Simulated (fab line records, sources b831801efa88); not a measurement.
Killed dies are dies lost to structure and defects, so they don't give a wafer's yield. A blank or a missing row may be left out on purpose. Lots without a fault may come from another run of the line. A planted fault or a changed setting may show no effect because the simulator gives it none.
One fault seen from 2 desks | flow sky130 | each desk has only its own numbers; what lay behind them comes last

THE METROLOGY DESK
What the gauges read, lot by lot, whatever tool the lot ran on: means of the sampled wafers that have a number. A lot is out of limits, marked OUT, if its mean lies more than 4 standard deviations from the usual mean; the brackets give that distance.
Columns: A = cd_nm at SKY_METAL4_CD_MEAS_13, usual 299.9 nm; B = VIA4_W_THK at SKY_VIA4_THK_MEAS_20, usual 517 nm
lot  | first seen here | A     | B
L737 | day 42 03:32    | 299.5 | 518
L740 | day 44 07:55    | 299.6 | 517
L743 | day 44 11:01    | 299.0 | 519
L742 | day 44 14:32    | 298.9 | 516
L745 | day 44 14:52    | 298.3 | 521
L746 | day 44 21:10    | 299.4 | 515
L748 | day 45 13:50    | 299.8 | 526
L750 | day 45 21:31    | 301.3 | 523
L753 | day 47 02:50    | 300.4 | 526
L754 | day 47 03:58    | 301.5 | 520
L755 | day 47 04:35    | 297.4 | 513
L758 | day 47 13:29    | 299.3 | 515
This desk's finding: nothing out of limits on any of the 12 lots.

THE TOOL OWNER'S DESK: rie_diel-01
The tool's own readings at SKY_VIA4_ETCH_12 (etches SiO2 in C4F8/O2/Ar, stops on TiN, target depth 580 nm): means of the sampled wafers that have a number, for each lot that ran on this tool. A lot is out of limits, marked OUT, if its mean lies more than 4 standard deviations from the usual mean; the brackets give that distance.
Columns: A = oes_product_au at SKY_VIA4_ETCH_12, usual 0.926 a.u.; B = rf_fwd_power_W at SKY_VIA4_ETCH_12, usual 1491 W
lot  | first seen here | A     | B
L737 | day 43 03:27    | 0.925 | 1492
L740 | day 45 07:14    | 0.921 | 1489
L742 | day 45 14:12    | 0.929 | 1495
L746 | day 45 19:57    | 0.927 | 1489
L748 | day 46 12:07    | 0.927 | 1489
L754 | day 48 01:05    | 0.925 | 1491
L755 | day 48 02:52    | 0.925 | 1486
This desk's finding: nothing out of limits on any of the 7 lots.

PUT TOGETHER
The metrology desk saw nothing out of limits.
The tool owner's desk saw nothing out of limits.

WHAT THE SIMULATOR HAD PUT IN
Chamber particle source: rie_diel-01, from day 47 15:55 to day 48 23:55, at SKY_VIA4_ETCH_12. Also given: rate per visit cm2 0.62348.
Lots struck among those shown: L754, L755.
